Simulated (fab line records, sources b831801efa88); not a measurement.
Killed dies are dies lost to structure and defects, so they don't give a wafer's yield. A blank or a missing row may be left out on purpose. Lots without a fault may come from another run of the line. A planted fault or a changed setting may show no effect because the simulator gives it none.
Problem report in the 8D (eight disciplines) form, filled by code | flow sky130 | the parts of the form that need people (team, actions taken, sign-off) are left out

1. THE PROBLEM
run_length_s at SKY_POLY_GATE_ETCH_17 reads a mean of 90.2 s on 4 wafers of 3 lots; wafers without a fault read 98.6 s with a standard deviation of 0.44. That is -19 standard deviations from the usual mean.
The step: etches poly-Si in HBr/Cl2, stops on SiO2, target depth 180 nm, time 70.5 s.
First seen on wafer L316.3, day 17 18:19, on rie_si-02. The record holds 36 wafers of 12 lots with a number at this step. Rule for "out", or "out of limits": more than 4 standard deviations from the usual mean. The other wafers with a number count as sound.

2. WHAT IT IS AND WHAT IT IS NOT
question                    | is                             | is not
which readings at this step | run_length_s                   | drypump_motor_current_A, oes_product_au
which lots                  | L316, L317, L318               | L313, L314, L327, L329, L330, L331, L333, L334, L335
which wafers of those lots  | L316.3, L317.1, L317.5, L318.3 | L316.2, L316.6, L317.3, L318.4, L318.5
read on which tools         | rie_si-02                      | rie_si-01
when                        | from day 17 18:19              | up to then (8 sound wafers); but 24 sound wafers of L317, L318, L327, L329, L330, L331, L333, L334, L335 came after

3. SUSPECTS, AND WHAT RULES EACH OUT
Counting: a tool at a process step up to the reading stays a suspect if it ran every lot that is out. Sound lots after the first of them don't rule it out here, since some wafers of a struck lot are sound.
- rie_si-02 at SKY_POLY_GATE_ETCH_17 (etches poly-Si in HBr/Cl2, stops on SiO2, target depth 180 nm, time 70.5 s): kept. It ran every lot that is out, first L316 (day 17 18:19); its last sound lot up to then is L314 (day 17 06:42). Its own readings are out on those wafers: run_length_s.
- Within rie_si-02 at SKY_POLY_GATE_ETCH_17: the wafers that are out ran in chamber 3; their sound lot-mates ran in chambers 0, 1, 2.
Left after counting: rie_si-02 at SKY_POLY_GATE_ETCH_17.

4. THE CAUSE (what the simulator had put in)
Process parameter drift: rie_si-02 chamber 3, from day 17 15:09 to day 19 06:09, at SKY_POLY_GATE_ETCH_17. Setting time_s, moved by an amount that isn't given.
Counting left only this tool.

5. THE CHAIN OF EFFECTS, in route order
Each row: a reading whose mean over the struck wafers that have a number lies more than 3 standard deviations from the usual. Only readings for which the record gives a usual standard deviation are gone through. hours: the time from each lot's start at the first step in this table that gives one to its start at this step, as a median over the lots. sigmas: the change in usual standard deviations.
hours | step                  | reading      | usual  | on struck wafers | change | sigmas
0     | SKY_POLY_GATE_ETCH_17 | run_length_s | 98.6 s | 90.2             | -8.4   | -19
The process steps in it:
- SKY_POLY_GATE_ETCH_17: etches poly-Si in HBr/Cl2, stops on SiO2, target depth 180 nm, time 70.5 s.

6. WHAT WOULD HAVE CAUGHT IT SOONER
In this record the first reading out of limits was taken at day 17 18:19, 3 hours after the fault began at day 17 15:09.
